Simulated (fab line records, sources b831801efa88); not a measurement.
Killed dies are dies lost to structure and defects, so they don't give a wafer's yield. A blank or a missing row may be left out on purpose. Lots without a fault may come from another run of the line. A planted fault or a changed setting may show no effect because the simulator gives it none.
fab line records | flow sky130
record lots=6 wafers=18 last_day=50
route steps=708 shown VIA4@651 METAL5@661 PASSIVATION@681 PAD_OPEN@708
lots that met no fault: from a run of the same line without faults
start_h: hours from the record's first day to the start of the lot's first wafer shown | wait_h: hours since the lot's step before | " the same as in the row above | L1.1+2: a row that stands for several wafers | - no value, or no start given | * or withheld: withheld | < > ~ a bound
route shown NAME@n: a module of which the file shows steps, and the number in the route of the first | usual: mean/standard deviation of fault-free wafers | same: alike in all rows | chamber/n: place in a boat | sites: the reading at each site | _std_site: their standard deviation | _edge_site: outer sites' mean less inner sites' | radius_mm: how far each site lies from the wafer's centre | mask NAME#n: copy n | behind: the tool/chamber that last shaped the wafer | hold: why the lot was held/for how many hours/how that ended | device: the transistor (n, p or np) that didn't switch | end of line: the same wafers' tests at the end of the route | a step without rows: its recipe alone | killed: dies lost to structure and defects at the first sort, not the wafer's yield | map: a wafer's dies, x killed, . not, _ none there
set.NAME: the setting as run; set.NAME@STEP: as run at that earlier step | model.NAME: the simulator's own value behind a step, which no gauge read
lots at some steps of the route; a table a step, a row a wafer
services: from which hour (start_h, from the record's first day; less than 0 if before it) a tool's chamber was out of use, for how many hours, and why
## steps
# step SKY_VIA4_ETCH_12
# recipe target=SiO2 chemistry=C4F8/O2/Ar stop_on=TiN mask_material=NOVOLAK source_w=1500 bias_w=1200 pressure_mtorr=40 c4f8_flow_sccm=withheld O2_flow_sccm=6 Ar_flow_sccm=300 time_s=withheld target_depth_a=5800
# step SKY_VIA4_STRIP_13
# recipe chemistry=O2/N2 power_w=1400 pressure_mtorr=1500 platen_temp_c=withheld o2_flow_sccm=3000 n2_flow_sccm=300 overash_fraction=0.5
# step SKY_VIA4_STRIP_14
# recipe chemistry=post_etch_residue_remover time_s=1200 temp_c=72.5
# step SKY_VIA4_CLEAN_15
# recipe chemistry=IPA time_s=180 temp_c=25
# step SKY_VIA4_CLEAN_16
# recipe chemistry=O3/DIW dry=n2_spin
# step SKY_VIA4_SPUTTER_17
# recipe material=TiN target_thk_nm=20 chamber_pressure_pa=5 power_w=4000 time_s=80
# step SKY_VIA4_CVD_18
# recipe material=W target_thk_nm=505 time_s=152.14 temp_c=400 pressure_torr=40
# usual chamber_pressure_Torr=40.00/0.086 heater_power_w=861/29
# columns lot.wafer tool chamber start_h wait_h chamber_pressure_Torr heater_power_w
L881.1 cvd_w-02 1 1067.72 0.0 40.00 836
L881.3 " 1 " " 39.95 809
L881.5 " 1 " " 39.92 807
L882.1 cvd_w-01 1 1071.31 0.0 40.05 878
L882.3 " 1 " " 40.09 861
L882.5 " 0 " " 39.96 893
L883.2 cvd_w-01 0 1073.01 0.0 39.93 862
L883.3 " 0 " " 40.06 863
L883.6 " 1 " " 40.05 881
L891.1 cvd_w-01 0 1131.56 0.0 40.08 894
L891.2 " 1 " " 39.86 866
L891.3 " 1 " " 39.91 890
L893.1 cvd_w-02 0 1132.24 0.0 40.13 866
L893.2 " 1 " " 40.11 824
L893.6 " 0 " " 40.11 861
L894.1 cvd_w-02 1 1138.04 0.0 40.22 809
L894.2 " 0 " " 40.02 876
L894.3 " 0 " " 39.96 863
# step SKY_VIA4_RS_MEAS_19
# recipe thk_meas_gauge=four-point-probe reads=W_of_VIA4_CVD_18+TiN_of_VIA4_SPUTTER_17
# usual VIA4_W_RS=0.2278/0.0021
# columns lot.wafer tool chamber start_h wait_h VIA4_W_RS[ohm/sq]
L881.1 film_metro-01 - 1067.87 0.1 0.2283
L881.3 " - " " 0.2286
L881.5 " - " " 0.2310
L882.1 film_metro-03 - 1071.47 0.1 0.2276
L882.3 " - " " 0.2325
L882.5 " - " " 0.2295
L883.2 film_metro-04 - 1073.19 0.1 0.2273
L883.3 " - " " 0.2267
L883.6 " - " " 0.2268
L891.1 film_metro-04 - 1131.72 0.1 0.2248
L891.2 " - " " 0.2290
L891.3 " - " " 0.2284
L893.1 film_metro-04 - 1132.40 0.1 0.2297
L893.2 " - " " 0.2297
L893.6 " - " " 0.2297
L894.1 film_metro-03 - 1138.27 0.2 0.2233
L894.2 " - " " 0.2292
L894.3 " - " " 0.2254
# step SKY_VIA4_THK_MEAS_20
# recipe thk_meas_gauge=xrf reads=W_of_VIA4_CVD_18
# usual VIA4_W_THK=518/7
# columns lot.wafer tool chamber start_h wait_h VIA4_W_THK[nm]
L881.1 film_metro-01 - 1067.99 0.1 521
L881.3 " - " " 519
L881.5 " - " " 511
L882.1 film_metro-03 - 1071.59 0.1 518
L882.3 " - " " 505
L882.5 " - " " 510
L883.2 film_metro-04 - 1073.30 0.1 516
L883.3 " - " " 517
L883.6 " - " " 517
L891.1 film_metro-04 - 1131.84 0.1 520
L891.2 " - " " 509
L891.3 " - " " 512
L893.1 film_metro-04 - 1132.52 0.1 513
L893.2 " - " " 511
L893.6 " - " " 513
L894.1 film_metro-03 - 1138.39 0.1 526
L894.2 " - " " 514
L894.3 " - " " 522
# step SKY_VIA4_CMP_21
# recipe stop_on=SiO2 t_overpolish_s=25 down_force_psi=3.5 platen_rpm=60 target_thk_nm=0 pad_velocity_m_s=0.94248
# step SKY_METAL5_SPUTTER_00
# recipe material=Ti target_thk_nm=15 power_w=3000 time_s=10 chamber_pressure_pa=0.4
# usual throttle_valve_pct=30.2/0.7
# columns lot.wafer tool chamber start_h wait_h throttle_valve_pct
L881.1 pvd_sputter-04 - 1068.35 0.1 28.4
L881.3 " - " " 31.8
L881.5 " - " " 30.3
L882.1 pvd_sputter-01 - 1071.95 0.2 30.1
L882.3 " - " " 29.1
L882.5 " - " " 30.3
L883.2 pvd_sputter-01 - 1073.65 0.2 30.6
L883.3 " - " " 30.2
L883.6 " - " " 29.6
L891.1 pvd_sputter-03 - 1132.20 0.1 31.0
L891.2 " - " " 30.0
L891.3 " - " " 30.4
L893.1 pvd_sputter-01 - 1132.88 0.1 29.3
L893.2 " - " " 30.2
L893.6 " - " " 30.5
L894.1 pvd_sputter-01 - 1138.75 0.2 29.3
L894.2 " - " " 30.3
L894.3 " - " " 30.0
# step SKY_METAL5_SPUTTER_01
# recipe material=TiN target_thk_nm=20 power_w=6500 time_s=16.7 chamber_pressure_pa=0.4
# step SKY_METAL5_SPUTTER_02
# recipe material=AlCu target_thk_nm=1150 power_w=10600 time_s=61.2 chamber_pressure_pa=0.4
# usual throttle_valve_pct=30.2/0.71
# columns lot.wafer tool chamber start_h wait_h throttle_valve_pct
L881.1 pvd_sputter-04 - 1068.40 0.0 28.5
L881.3 " - " " 31.6
L881.5 " - " " 30.3
L882.1 pvd_sputter-01 - 1071.99 0.0 30.1
L882.3 " - " " 29.3
L882.5 " - " " 30.2
L883.2 pvd_sputter-01 - 1073.70 0.0 30.7
L883.3 " - " " 30.2
L883.6 " - " " 29.2
L891.1 pvd_sputter-03 - 1132.24 0.0 30.6
L891.2 " - " " 30.1
L891.3 " - " " 30.2
L893.1 pvd_sputter-01 - 1132.92 0.0 29.5
L893.2 " - " " 30.2
L893.6 " - " " 30.3
L894.1 pvd_sputter-01 - 1138.80 0.0 29.0
L894.2 " - " " 30.5
L894.3 " - " " 30.2
# step SKY_METAL5_SPUTTER_03
# recipe material=Ti target_thk_nm=5 power_w=3000 time_s=3.3 chamber_pressure_pa=0.4
# usual throttle_valve_pct=30.2/0.72
# columns lot.wafer tool chamber start_h wait_h throttle_valve_pct
L881.1 pvd_sputter-04 - 1068.45 0.0 28.6
L881.3 " - " " 31.9
L881.5 " - " " 30.1
L882.1 pvd_sputter-01 - 1072.04 0.0 29.9
L882.3 " - " " 29.3
L882.5 " - " " 30.2
L883.2 pvd_sputter-01 - 1073.75 0.0 30.2
L883.3 " - " " 30.2
L883.6 " - " " 29.3
L891.1 pvd_sputter-03 - 1132.30 0.0 31.0
L891.2 " - " " 29.8
L891.3 " - " " 30.6
L893.1 pvd_sputter-01 - 1132.97 0.0 29.5
L893.2 " - " " 30.1
L893.6 " - " " 30.5
L894.1 pvd_sputter-01 - 1138.85 0.0 29.4
L894.2 " - " " 30.3
L894.3 " - " " 30.0
# step SKY_METAL5_SPUTTER_04
# recipe material=TiN target_thk_nm=70 power_w=6500 time_s=58.3 chamber_pressure_pa=0.4
# usual throttle_valve_pct=30.2/0.72
# columns lot.wafer tool chamber start_h wait_h throttle_valve_pct
L881.1 pvd_sputter-04 - 1068.47 0.0 28.5
L881.3 " - " " 31.8
L881.5 " - " " 30.0
L882.1 pvd_sputter-01 - 1072.06 0.0 30.1
L882.3 " - " " 29.3
L882.5 " - " " 30.2
L883.2 pvd_sputter-01 - 1073.77 0.0 30.3
L883.3 " - " " 30.3
L883.6 " - " " 29.6
L891.1 pvd_sputter-03 - 1132.31 0.0 30.8
L891.2 " - " " 30.2
L891.3 " - " " 30.6
L893.1 pvd_sputter-01 - 1132.99 0.0 29.4
L893.2 " - " " 30.2
L893.6 " - " " 30.6
L894.1 pvd_sputter-01 - 1138.87 0.0 29.4
L894.2 " - " " 30.3
L894.3 " - " " 30.2
# step SKY_METAL5_RS_MEAS_05
# recipe thk_meas_gauge=four-point-probe reads=TiN_of_METAL5_SPUTTER_04+Ti_of_METAL5_SPUTTER_03+AlCu_of_METAL5_SPUTTER_02+TiN_of_METAL5_SPUTTER_01+Ti_of_METAL5_SPUTTER_00
# usual METAL5_ALCU_RS=0.02717/0.00029
# columns lot.wafer tool chamber start_h wait_h METAL5_ALCU_RS[ohm/sq]
L881.1 film_metro-04 - 1068.52 0.0 0.02761
L881.3 " - " " 0.02753
L881.5 " - " " 0.02715
L882.1 film_metro-04 - 1072.11 0.0 0.02724
L882.3 " - " " 0.02735
L882.5 " - " " 0.02723
L883.2 film_metro-04 - 1073.84 0.0 0.02726
L883.3 " - " " 0.02692
L883.6 " - " " 0.02701
L891.1 film_metro-02 - 1132.36 0.0 0.02694
L891.2 " - " " 0.02696
L891.3 " - " " 0.02701
L893.1 film_metro-01 - 1133.04 0.0 0.02727
L893.2 " - " " 0.02723
L893.6 " - " " 0.02702
L894.1 film_metro-04 - 1138.92 0.0 0.02815
L894.2 " - " " 0.02744
L894.3 " - " " 0.02763
# step SKY_METAL5_THK_MEAS_06
# recipe thk_meas_gauge=xrf reads=AlCu_of_METAL5_SPUTTER_02
# usual METAL5_ALCU_THK=1142/15
# columns lot.wafer tool chamber start_h wait_h METAL5_ALCU_THK[nm]
L881.1 film_metro-04 - 1068.64 0.1 1122
L881.3 " - " " 1121
L881.5 " - " " 1143
L882.1 film_metro-04 - 1072.23 0.1 1128
L882.3 " - " " 1127
L882.5 " - " " 1133
L883.2 film_metro-04 - 1073.95 0.1 1137
L883.3 " - " " 1151
L883.6 " - " " 1142
L891.1 film_metro-02 - 1132.48 0.1 1152
L891.2 " - " " 1144
L891.3 " - " " 1142
L893.1 film_metro-01 - 1133.16 0.1 1161
L893.2 " - " " 1153
L893.6 " - " " 1170
L894.1 film_metro-04 - 1139.04 0.1 1096
L894.2 " - " " 1123
L894.3 " - " " 1109
# step SKY_METAL5_DEHYDRATE_07
# recipe temp_c=200 time_s=60
# step SKY_METAL5_HMDS_08
# recipe prime_time_s=60 prime_temp_c=120
# step SKY_METAL5_COAT_09
# recipe resist=NOVOLAK spin_rpm=3000 resist_thk_nm=1800
# step SKY_METAL5_SOFTBAKE_10
# recipe temp_c=90 time_s=60 resist=NOVOLAK
# step SKY_METAL5_EXPOSE_11
# recipe mask_id=MM5 na=0.6 source_shape=conventional sigma_outer=0.6 polarization=unpolarized target_cd_nm=1600 dose_mj=190
# step SKY_METAL5_PEB_12
# recipe temp_c=withheld time_s=* resist=NOVOLAK
# step SKY_METAL5_DEVELOP_13
# recipe resist=NOVOLAK developer=TMAH develop_time_s=60 dev_temp_c=23
# step SKY_METAL5_DESCUM_14
# recipe chemistry=O2 source_power_w=150 bias_power_w=0 pressure_mtorr=10 temp_c=40 time_s=11
# step SKY_METAL5_METAL_ETCH_15
# recipe target_depth_a=12600 stop_on=SiO2 over_etch_frac=0.2 time_s=252 chemistry=Cl2/BCl3 resist_sidewall_deg=86 pressure_mtorr=10 icp_w=900 bias_w=48.5 Cl2_flow_sccm=60 bcl3_flow_sccm=30
# usual drypump_motor_current_A=5.6/0.37 oes_product_au=0.894/0.0051 throttle_valve_pct=22.262/0.0085
# columns lot.wafer tool chamber start_h wait_h drypump_motor_current_A oes_product_au rf_hours_counter_h throttle_valve_pct
L881.1 rie_metal-03 0 1088.18 0.0 5.4 0.891 8 22.265
L881.3 " 1 " " 5.9 0.896 - 22.263
L881.5 " 1 " " 5.9 0.903 - 22.258
L882.1 rie_metal-03 0 1092.70 0.0 5.4 0.889 9 22.266
L882.3 " 0 " " 5.4 0.893 - 22.265
L882.5 " 0 " " 5.4 0.891 - 22.273
L883.2 rie_metal-03 1 1093.83 0.0 5.9 0.895 12 22.267
L883.3 " 1 " " 5.9 0.886 - 22.241
L883.6 " 1 " " 5.9 0.895 - 22.262
L891.1 rie_metal-04 0 1151.41 0.0 6.3 0.904 9 22.255
L891.2 " 1 " " 5.1 0.894 28 22.244
L891.3 " 0 " " 6.3 0.889 - 22.262
L893.1 rie_metal-03 1 1151.71 0.0 5.9 0.887 17 22.266
L893.2 " 0 " " 5.4 0.893 14 22.262
L893.6 " 0 " " 5.4 0.898 - 22.275
L894.1 rie_metal-03 0 1156.95 0.0 5.4 0.890 15 22.266
L894.2 " 1 " " 5.9 0.904 18 22.270
L894.3 " 0 " " 5.4 0.886 - 22.275
# step SKY_METAL5_STRIP_16
# recipe chemistry=O2/N2 power_w=1400 pressure_mtorr=1500 platen_temp_c=withheld o2_flow_sccm=3000 n2_flow_sccm=300 overash_fraction=0.5
# step SKY_METAL5_STRIP_17
# recipe chemistry=post_etch_residue_remover time_s=1200 temp_c=72.5
# step SKY_METAL5_CLEAN_18
# recipe chemistry=IPA time_s=180 temp_c=25
# step SKY_METAL5_CLEAN_19
# recipe chemistry=O3/DIW dry=n2_spin
# step SKY_PASSIVATION_CVD_00
# recipe material=SiO2 target_thk_nm=90 temp_c=400 time_s=withheld rf_w=600
# step SKY_PASSIVATION_THK_MEAS_01
# recipe reads=SiO2_of_PASSIVATION_CVD_00
# usual PASSIVATION_CVD_00_THK=90.0/1.4
# columns lot.wafer tool chamber start_h wait_h PASSIVATION_CVD_00_THK[nm]
L881.1 film_metro-02 - 1089.03 - 90.6
L881.3 " - " " 90.1
L881.5 " - " " 91.5
L882.1 film_metro-03 - 1093.55 - 89.3
L882.3 " - " " 89.9
L882.5 " - " " 90.1
L883.2 film_metro-03 - 1094.69 - 88.4
L883.3 " - " " 90.0
L883.6 " - " " 90.1
L891.1 film_metro-03 - 1152.29 - 90.4
L891.2 " - " " 89.6
L891.3 " - " " 88.9
L893.1 film_metro-03 - 1152.63 - 90.2
L893.2 " - " " 88.2
L893.6 " - " " 89.5
L894.1 film_metro-02 - 1157.83 - 88.6
L894.2 " - " " 89.7
L894.3 " - " " 92.1
# step SKY_PASSIVATION_CVD_02
# recipe material=Si3N4 target_thk_nm=540 temp_c=400 time_s=withheld rf_w=450
# step SKY_PASSIVATION_THK_MEAS_03
# recipe reads=Si3N4_of_PASSIVATION_CVD_02
# usual PASSIVATION_CVD_02_THK=538/7
# columns lot.wafer tool chamber start_h wait_h PASSIVATION_CVD_02_THK[nm]
L881.1 film_metro-01 - 1089.32 - 539
L881.3 " - " " 534
L881.5 " - " " 550
L882.1 film_metro-02 - 1093.83 - 547
L882.3 " - " " 541
L882.5 " - " " 545
L883.2 film_metro-02 - 1094.97 - 535
L883.3 " - " " 534
L883.6 " - " " 549
L891.1 film_metro-02 - 1152.58 - 539
L891.2 " - " " 531
L891.3 " - " " 534
L893.1 film_metro-01 - 1152.91 - 542
L893.2 " - " " 537
L893.6 " - " " 547
L894.1 film_metro-01 - 1158.23 - 536
L894.2 " - " " 530
L894.3 " - " " 544
# step SKY_PASSIVATION_DEHYDRATE_04
# recipe temp_c=200 time_s=60
# step SKY_PASSIVATION_HMDS_05
# recipe prime_time_s=60 prime_temp_c=120
# step SKY_PASSIVATION_COAT_06
# recipe spin_rpm=2000 resist_thk_nm=3000
# step SKY_PASSIVATION_SOFTBAKE_07
# recipe temp_c=110 time_s=withheld
# step SKY_PASSIVATION_EXPOSE_08
# recipe mask_id=NSM target_cd_nm=3000 na=0.57 dose_mj=260
# step SKY_PASSIVATION_PEB_09
# recipe temp_c=115 time_s=withheld
# step SKY_PASSIVATION_DEVELOP_10
# recipe develop_time_s=60 dev_temp_c=23
# step SKY_PASSIVATION_ETCH_11
# recipe chemistry=CF4/O2 target_depth_nm=725 stop_on=AlCu source_w=800 bias_w=150 pressure_mtorr=150 cf4_flow_sccm=80 O2_flow_sccm=10 time_s=161.1
# step SKY_PAD_OPEN_PROBE_99
# usual defect_limited_yield=82.3/2 killed_at_M0_to_M3=43/6.7 killed_at_M4_up=3.0/1.9 killed_at_contacts=25/5.4 killed_at_front_end=16/4.5 killed_at_other=0.4/0.62 killed_dies=87/9.6 killed_open=47/7 killed_short=39/6.1 sort_bin_3_pad_short=0.9/0.43 sort_bin_5_function=10.4/1.6 sort_bin_6_memory=6.3/0.99 sort_n_pass=405/9.6 sort_yield_pct=82.3/2
# same gross_dies=492 killed_at_back_side=0 sort_bin_4_leakage[%]=0 sort_bin_8_speed[%]=0
# columns lot.wafer tool chamber start_h wait_h defect_limited_yield[%] killed_at_M0_to_M3 killed_at_M4_up killed_at_contacts killed_at_front_end killed_at_other killed_dies killed_open killed_short sort_bin_3_pad_short[%] sort_bin_5_function[%] sort_bin_6_memory[%] sort_n_pass sort_yield_pct[%] model.etest.tester.sort_n_pass model.etest.tester.sort_yield_pct model.etest.tester.sort_bin_5_pct model.etest.tester.sort_bin_3_pct
L881.1 prober-02 - 1131.41 0.1 85.0 42 1 22 8 1 74 39 33 1.0 8.3 5.7 418 85.0 418 84.96 8.333 1.016
L881.3 prober-02 - 1131.51 0.2 83.7 39 3 20 16 2 80 47 30 1.0 8.5 6.7 412 83.7 412 83.74 8.537 1.016
L881.5 prober-02 - 1131.61 0.2 85.2 30 7 24 11 1 73 38 33 1.0 8.1 5.7 419 85.2 419 85.16 8.13 1.016
L882.1 prober-01 - 1135.69 0.1 82.3 32 5 36 14 0 87 52 35 0.6 9.8 7.3 405 82.3 405 82.32 9.756 0.6098
L882.3 prober-01 - 1135.79 0.2 83.9 43 1 26 9 0 79 43 36 1.0 9.8 5.3 413 83.9 413 83.94 9.756 1.016
L882.5 prober-01 - 1135.89 0.2 82.5 35 4 26 21 0 86 46 37 0.8 10.4 6.3 406 82.5 406 82.52 10.37 0.813
L883.2 prober-02 - 1137.43 0.1 83.1 46 5 23 9 0 83 51 32 1.0 8.3 7.5 409 83.1 409 83.13 8.333 1.016
L883.3 prober-02 - 1137.48 0.2 82.1 47 1 25 14 1 88 48 40 0.6 10.8 6.5 404 82.1 404 82.11 10.77 0.6098
L883.6 prober-02 - 1137.63 0.2 81.7 56 2 23 9 0 90 48 41 0.4 11.2 6.7 402 81.7 402 81.71 11.18 0.4065
L891.1 prober-01 - 1189.61 0.1 80.3 44 4 34 15 0 97 52 44 0.8 11.6 7.3 395 80.3 395 80.28 11.59 0.813
L891.2 prober-01 - 1189.66 0.1 83.7 42 3 28 7 0 80 37 43 1.2 9.1 5.9 412 83.7 412 83.74 9.146 1.22
L891.3 prober-01 - 1189.71 0.2 81.3 38 4 33 16 1 92 48 44 1.6 10.2 6.9 400 81.3 400 81.3 10.16 1.626
L893.1 prober-02 - 1191.11 0.1 81.1 40 1 31 20 1 93 56 37 0.6 11.8 6.5 399 81.1 399 81.1 11.79 0.6098
L893.2 prober-02 - 1191.16 0.1 78.3 33 41 17 16 0 107 35 33 2.0 13.0 6.7 385 78.3 385 78.25 13.01 2.033
L893.6 prober-02 - 1191.36 0.2 82.1 36 0 27 25 0 88 49 39 1.0 9.3 7.5 404 82.1 404 82.11 9.35 1.016
L894.1 prober-01 - 1194.04 0.1 81.3 42 4 32 14 0 92 44 47 1.4 11.0 6.3 400 81.3 400 81.3 10.98 1.423
L894.2 prober-01 - 1194.09 0.1 86.8 31 2 17 14 1 65 30 35 1.4 6.9 4.9 427 86.8 427 86.79 6.911 1.423
L894.3 prober-01 - 1194.14 0.2 77.4 34 46 15 16 0 111 36 37 1.4 15.7 5.5 381 77.4 381 77.44 15.65 1.423
# killed by level:class
L881.1 CONTACT:geometric_particle:open=8 VIA1:geometric_particle:short=7 VIA1:geometric_particle:open=7 VIA3:geometric_particle:open=7 LI_CONTACT:geometric_particle:open=6 LOCAL_INTERCONNECT:geometric_particle:short=5 VIA2:geometric_particle:open=5 METAL1:geometric_particle:short=4
L881.3 VIA1:geometric_particle:open=12 CONTACT:geometric_particle:open=8 VIA3:geometric_particle:open=8 VIA2:geometric_particle:open=6 FIELD_ISO:geometric_particle:open=4 LOCAL_INTERCONNECT:geometric_particle:short=4 VIA1:geometric_particle:short=4 FIELD_ISO:geometric_particle:short=3
L881.5 CONTACT:geometric_particle:short=9 VIA1:geometric_particle:open=8 CONTACT:geometric_particle:open=7 FIELD_ISO:geometric_particle:open=4 VIA1:geometric_particle:short=4 VIA2:geometric_particle:open=4 LI_CONTACT:geometric_particle:open=3 LOCAL_INTERCONNECT:geometric_particle:short=3
L882.1 CONTACT:geometric_particle:open=16 CONTACT:geometric_particle:short=8 VIA2:geometric_particle:open=8 LI_CONTACT:geometric_particle:open=6 METAL2:geometric_particle:short=6 VIA3:geometric_particle:open=6 FIELD_ISO:geometric_particle:short=5 METAL1:geometric_particle:short=5
L882.3 CONTACT:geometric_particle:open=14 VIA1:geometric_particle:open=11 FIELD_ISO:geometric_particle:short=6 METAL2:geometric_particle:short=6 VIA3:geometric_particle:open=6 LI_CONTACT:geometric_particle:open=5 VIA1:geometric_particle:short=5 VIA3:geometric_particle:short=5
L882.5 VIA1:geometric_particle:open=11 CONTACT:geometric_particle:open=9 FIELD_ISO:geometric_particle:open=7 CONTACT:geometric_particle:short=7 VIA2:geometric_particle:open=5 FIELD_ISO:geometric_particle:short=4 LI_CONTACT:geometric_particle:short=4 METAL4:geometric_particle:short=4
L883.2 LI_CONTACT:geometric_particle:open=11 VIA1:geometric_particle:open=10 VIA3:geometric_particle:open=10 VIA2:geometric_particle:open=8 VIA1:geometric_particle:short=5 METAL2:geometric_particle:short=5 CONTACT:geometric_particle:open=4 LOCAL_INTERCONNECT:geometric_particle:short=4
L883.3 VIA1:geometric_particle:open=9 VIA2:geometric_particle:open=8 CONTACT:geometric_particle:open=7 VIA3:geometric_particle:open=7 CONTACT:geometric_particle:short=6 VIA1:geometric_particle:short=6 LI_CONTACT:geometric_particle:open=5 METAL2:geometric_particle:short=5
L883.6 VIA1:geometric_particle:open=17 CONTACT:geometric_particle:short=9 METAL2:geometric_particle:short=9 VIA3:geometric_particle:open=9 VIA2:geometric_particle:open=7 LI_CONTACT:geometric_particle:short=5 CONTACT:geometric_particle:open=4 POLY_GATE:geometric_particle:open=3
L891.1 CONTACT:geometric_particle:open=12 VIA1:geometric_particle:open=9 VIA3:geometric_particle:open=9 LI_CONTACT:geometric_particle:open=7 LOCAL_INTERCONNECT:geometric_particle:short=7 METAL1:geometric_particle:short=5 LI_CONTACT:geometric_particle:short=4 CONTACT:geometric_particle:short=4
L891.2 VIA1:geometric_particle:open=10 METAL2:geometric_particle:short=7 LI_CONTACT:geometric_particle:open=7 CONTACT:geometric_particle:short=6 METAL1:geometric_particle:short=6 VIA2:geometric_particle:open=6 LI_CONTACT:geometric_particle:short=5 LOCAL_INTERCONNECT:geometric_particle:short=5
L891.3 CONTACT:geometric_particle:open=12 VIA1:geometric_particle:open=10 CONTACT:geometric_particle:short=8 FIELD_ISO:geometric_particle:open=5 LI_CONTACT:geometric_particle:open=5 FIELD_ISO:geometric_particle:short=5 VIA2:geometric_particle:short=5 METAL2:geometric_particle:short=4
L893.1 CONTACT:geometric_particle:open=13 VIA1:geometric_particle:open=12 FIELD_ISO:geometric_particle:open=6 VIA2:geometric_particle:open=6 VIA3:geometric_particle:open=6 LI_CONTACT:geometric_particle:short=5 VIA1:geometric_particle:short=5 FIELD_ISO:geometric_particle:short=4
L893.2 METAL5:unspecified=39 CONTACT:geometric_particle:open=7 VIA1:geometric_particle:open=7 METAL1:geometric_particle:short=6 FIELD_ISO:geometric_particle:short=5 LOCAL_INTERCONNECT:geometric_particle:short=5 FIELD_ISO:geometric_particle:open=4 VIA1:geometric_particle:short=4
L893.6 CONTACT:geometric_particle:open=11 POLY_GATE:geometric_particle:open=8 VIA1:geometric_particle:short=7 CONTACT:geometric_particle:short=6 VIA1:geometric_particle:open=6 VIA3:geometric_particle:open=6 FIELD_ISO:geometric_particle:open=5 METAL2:geometric_particle:short=5
L894.1 CONTACT:geometric_particle:open=10 LI_CONTACT:geometric_particle:open=9 VIA1:geometric_particle:open=6 METAL2:geometric_particle:short=6 VIA2:geometric_particle:open=6 VIA1:geometric_particle:short=5 FIELD_ISO:geometric_particle:short=4 POLY_GATE:geometric_particle:short=4
L894.2 FIELD_ISO:geometric_particle:short=8 METAL2:geometric_particle:short=8 LI_CONTACT:geometric_particle:open=6 CONTACT:geometric_particle:open=6 VIA1:geometric_particle:open=5 VIA2:geometric_particle:short=3 CONTACT:geometric_particle:short=3 METAL1:geometric_particle:short=3
L894.3 METAL5:unspecified=38 VIA1:geometric_particle:open=7 FIELD_ISO:geometric_particle:open=6 METAL1:geometric_particle:short=6 METAL4:geometric_particle:short=6 LI_CONTACT:geometric_particle:open=5 POLY_GATE:geometric_particle:short=4 CONTACT:geometric_particle:open=4
# map L893.2 (x killed, . not)
__________xx.x......_________
________.........x...._______
______x..x.............._____
_____.....xx.....x..x....____
____..x....x...x....xx....___
___....x..............x....__
__............x............x_
_.........x.x.x....xx...x...x
_................x...x.x.x..x
_...x...........xx.........x.
_x.x.x....x.....x.........x..
_.....x.............x..x..x.x
_........x...x....x..x...x...
_....x.x......x...x......x...
_........x........x..........
__......xx.x..x............._
___..x.xx.x..x....x...x....__
____.xxxxxxxx.............___
_____x.xxxxxx.x..x.......____
______xxxxxxxx.........._____
________xxxxxx..x..x.x_______
__________xxx.x....._________
# map L894.3 (x killed, . not)
__________.x........_________
________.............._______
______.......x.....x..x._____
_____................x..x____
____x..x.x.....x.xx..x.x..___
___..........xx..........x.__
__.x.........x...x.x..xx..x._
_...x....................x.x.
_........x........x....x.xx..
_..x..x..x.......x......x...x
_.x......x.....x..x.......x.x
_........x....x..........x...
_..x.....x........x...x......
_x...xx.xx........x..........
_...x..xx..................x.
__.....x...................x_
___...xx.x.xx......x.......__
____.xxxxxxxx.x.....x.....___
_____xxxxxxxx.x...x..x...____
______xxxxxxx..x...x...._____
________xxxxxx......x._______
__________xxxx....x._________
## services
# columns tool chamber start_h hours kind
pvd_sputter-04 1 1080.46 - consumable_replace:kit
pvd_sputter-04 1 1080.46 18.0 scheduled_down
pvd_sputter-04 1 1080.46 18.0 vent_cycle
pvd_sputter-04 - 1102.62 40.7 repair
pvd_sputter-03 1 1115.66 - consumable_replace:kit
pvd_sputter-03 1 1115.66 18.0 scheduled_down
pvd_sputter-03 1 1115.66 18.0 vent_cycle
cvd_w-01 - 1118.31 4.3 pm
pvd_sputter-01 - 1119.18 4.8 repair
## key
first_sign step=SKY_PAD_OPEN_PROBE_99 reading=killed_at_M4_up direction=up sigmas=22 usual=3.0 struck=43.5
effect none on later readings
model_effect step=SKY_PAD_OPEN_PROBE_99 value=etest.tester.sort_n_pass without=418.5 struck=383
met_at SKY_METAL5_SPUTTER_02
struck_wafers L893.2,L894.3
onset_between 1071.99 1132.92
fault kind=chamber_particle_source tool=pvd_sputter-01 chamber=- onset_h=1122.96 steps=SKY_METAL5_SPUTTER_02 rate_per_visit_cm2=0.70754 end_h=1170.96 scope=struck_wafers_only
